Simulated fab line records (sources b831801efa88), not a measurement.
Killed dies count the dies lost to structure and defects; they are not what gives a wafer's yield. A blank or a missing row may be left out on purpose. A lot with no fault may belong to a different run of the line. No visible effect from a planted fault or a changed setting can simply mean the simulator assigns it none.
Which tool is to blame? ; flow sky130 ; Sampling: 12 lots, 36 wafers, 3 of 708 route steps

WHAT EACH GAUGE READ, for each wafer
SKY_LOCAL_INTERCONNECT_CD_MEAS_11: target cd 170 nm. Usual: 170.4 nm for cdNm, sd 1.4.
lot;measured;on;cdNm (nm);flag
L539;day 30 08:49;cdSem-02;172.3 170.7 169.5;
L542;day 30 20:44;cdSem-02;170.6 171.6 171.7;
L541;day 31 01:52;cdSem-02;170.4 170.5 172.3;
L545;day 32 02:47;cdSem-01;170.6 170.6 169.9;
L547;day 32 18:56;cdSem-02;169.6 168.4 167.9;
L546;day 32 18:25;cdSem-02;169.4 170.9 169.7;
L554;day 35 02:25;cdSem-02;172.0 171.4 172.6;
L555;day 35 14:25;cdSem-02;169.0 170.0 169.5;
L558;day 36 05:45;cdSem-02;170.0 170.6 172.4;
L559;day 36 22:23;cdSem-01;172.4 173.1 171.7;
L561;day 37 08:46;cdSem-01;170.3 171.6 171.5;
L562;day 37 21:35;cdSem-02;170.0 168.2 168.2;

WHAT TOOL EACH LOT RAN ON (gives the tool, then ch and the chambers of the sampled wafers, and finally the start)
lot;SKY_LDD_N_IMPLANT_11;SKY_SD_N_STRIP_11
L539;implanter-03 ch 0, day 17 13:58;plasmaAsher-02 ch 0,1, day 28 01:19
L542;implanter-04 ch 0, day 18 07:58;plasmaAsher-02 ch 0,1, day 28 12:46
L541;implanter-04 ch 0, day 18 09:11;plasmaAsher-04 ch 0,1, day 28 17:04
L545;implanter-04 ch 0, day 19 20:05;plasmaAsher-01 ch 0,1, day 29 19:58
L547;implanter-03 ch 0, day 20 10:40;plasmaAsher-01 ch 0, day 30 11:22
L546;implanter-04 ch 0, day 20 10:58;plasmaAsher-02 ch 0,1, day 30 11:10
L554;implanter-04 ch 0, day 23 09:11;plasmaAsher-01 ch 1, day 32 18:44
L555;implanter-02 ch 0, day 23 22:20;plasmaAsher-02 ch 0,1, day 33 06:25
L558;implanter-04 ch 0, day 24 15:13;plasmaAsher-01 ch 0,1, day 33 21:25
L559;implanter-04 ch 0, day 25 08:40;plasmaAsher-02 ch 0,1, day 34 13:37
L561;implanter-04 ch 0, day 25 21:14;plasmaAsher-01 ch 0,1, day 35 01:05
L562;implanter-04 ch 0, day 26 04:01;plasmaAsher-02 ch 0,1, day 35 12:43
- SKY_LDD_N_IMPLANT_11
- SKY_SD_N_STRIP_11: strips in O2/N2.

WHAT THE TOOLS THEMSELVES READ (means of the sampled wafers that have a number; where no wafer has one, the mark that the record gives instead)
SKY_LDD_N_IMPLANT_11. Usual: doseIonsCm2 7.5e+13, standard deviation 6.6e+10; faradayCurrentUA 423, standard deviation 7.9; rotationDeg 293.01 degrees, standard deviation 0.038.
lot;tool;doseIonsCm2;faradayCurrentUA;rotationDeg (degrees);flag
L539;implanter-03;7.5e+13;420;293.04;
L542;implanter-04;7.5e+13;416;292.99;
L541;implanter-04;7.5e+13;420;292.96;
L545;implanter-04;6.7e+13;374;292.99;OFF
L547;implanter-03;7.5e+13;429;292.99;
L546;implanter-04;6.7e+13;375;293.02;OFF
L554;implanter-04;7.5e+13;412;293.00;
L555;implanter-02;7.5e+13;425;293.01;
L558;implanter-04;7.5e+13;418;293.01;
L559;implanter-04;7.5e+13;423;293.03;
L561;implanter-04;7.5e+13;426;293.02;
L562;implanter-04;7.5e+13;419;293.01;

SKY_SD_N_STRIP_11. Usual: chamberPressureMTorr 1500.0 mTorr, standard deviation 1.4; drypumpMotorCurrentA 5.5 A, standard deviation 0.51; oesProductAu 0.528 a.u., standard deviation 0.0043; stripTimeToEndpointS 22.55 s, standard deviation 0.039.
lot;tool;chamberPressureMTorr (mTorr);drypumpMotorCurrentA (A);oesProductAu (a.u.);stripTimeToEndpointS (s);flag
L539;plasmaAsher-02;1499.2;5.3;0.532;22.61;
L542;plasmaAsher-02;1500.2;5.4;0.527;22.53;
L541;plasmaAsher-04;1499.8;5.9;0.529;22.52;
L545;plasmaAsher-01;1500.8;5.7;0.533;22.62;
L547;plasmaAsher-01;1500.5;4.8;0.526;22.55;
L546;plasmaAsher-02;1498.1;5.3;0.527;22.60;
L554;plasmaAsher-01;1499.2;6.2;0.529;22.52;
L555;plasmaAsher-02;1498.9;5.3;0.528;22.56;
L558;plasmaAsher-01;1500.6;5.7;0.527;22.57;
L559;plasmaAsher-02;1499.5;5.4;0.529;22.51;
L561;plasmaAsher-01;1501.7;5.7;0.528;22.57;
L562;plasmaAsher-02;1500.5;5.4;0.528;22.55;

THE ANSWER, worked out from the rows above alone
Rule: take the mean of a lot's wafers that have a number; if it is more than 3 standard deviations from the usual mean, the lot is off. Also off: a lot with no number at a reading for which 4 or more lots have one. All remaining lots with rows at the step are treated as sound. After the gauges, taken in route order, come the tools' own readings; for these a lot's mean is taken, as printed above. The first step at which some lot is off is used, and at that step the reading that is off furthest; a lot without a number counts as furthest.
Off at SKY_LDD_N_IMPLANT_11 (doseIonsCm2): L545, L546.
A tool fits if, at that step or a process step before it, it ran every lot that is off, and no sound lot after the first of them. No candidate that was tried fits.

WHAT THE SIMULATOR PUT IN
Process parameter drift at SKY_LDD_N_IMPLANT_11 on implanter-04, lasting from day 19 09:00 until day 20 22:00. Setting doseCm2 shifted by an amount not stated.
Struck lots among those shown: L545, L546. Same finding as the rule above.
